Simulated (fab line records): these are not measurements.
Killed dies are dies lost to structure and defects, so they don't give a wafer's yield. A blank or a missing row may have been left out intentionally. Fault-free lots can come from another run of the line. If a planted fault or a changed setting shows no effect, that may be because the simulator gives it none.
The tool behind it: which one? | flow gf180mcu | 21 wafers from 7 lots sampled at 2 of the route's 602 steps

== WHAT THE GAUGES READ, wafer by wafer ==
GF_HV_LDD_TW_MEAS_38.
lot  | measured     | on           | HV_LDD_3_TW
L840 | day 12 05:31 | filmMetro-03 | 1410 1414 1416
L842 | day 12 22:44 | filmMetro-03 | 1415 1417 1415
L844 | day 13 09:58 | filmMetro-03 | 1292 1294 1295
L851 | day 15 18:19 | filmMetro-03 | 1408 1407 1416
L853 | day 16 10:12 | filmMetro-03 | 1415 1424 1414
L859 | day 18 10:26 | filmMetro-04 | 1425 1426 1425
L861 | day 19 00:43 | filmMetro-03 | 1424 1425 1423

== WHAT TOOL EACH LOT RAN ON (gives the tool, then ch and the chambers of the sampled wafers, and finally the start) ==
lot  | GF_HV_LDD_IMPLANT_35
L840 | implanter-02 ch 0, day 12 05:07
L842 | implanter-02 ch 0, day 12 22:22
L844 | implanter-04, day 13 09:34
L851 | implanter-04 ch 0, day 15 17:55
L853 | implanter-04 ch 0, day 16 09:48
L859 | implanter-02 ch 0, day 18 10:02
L861 | implanter-01 ch 0, day 19 00:21
- GF_HV_LDD_IMPLANT_35

== THE ANSWER, worked out from the rows above alone ==
Rule: the usual values come from the lots themselves. The widest of any qualifying gaps counts: lots, ordered by their means at a reading, are off when they make up no more than a third of the lots, leave a main group of 4 or more, and stand apart from it by 3 or more times the standard deviation of that group's means. The tables above print the reading to a certain number of digits; a main group whose means all agree to those digits is not used. Also off: a lot with no number at a reading for which 4 or more lots have one. Any other lot the step has rows for is counted as sound.
Off: at GF_HV_LDD_TW_MEAS_38 (HV_LDD_3_TW), L844. For the main group the mean is 1418 and the standard deviation 5.4.
A tool fits if, at a process step before that reading, it ran every lot that is off, and no sound lot after the first of them. Those tools and the gauges at GF_HV_LDD_TW_MEAS_38 are tried in the same way. Of those tried, none fits.

== WHAT THE SIMULATOR HAD INSERTED ==
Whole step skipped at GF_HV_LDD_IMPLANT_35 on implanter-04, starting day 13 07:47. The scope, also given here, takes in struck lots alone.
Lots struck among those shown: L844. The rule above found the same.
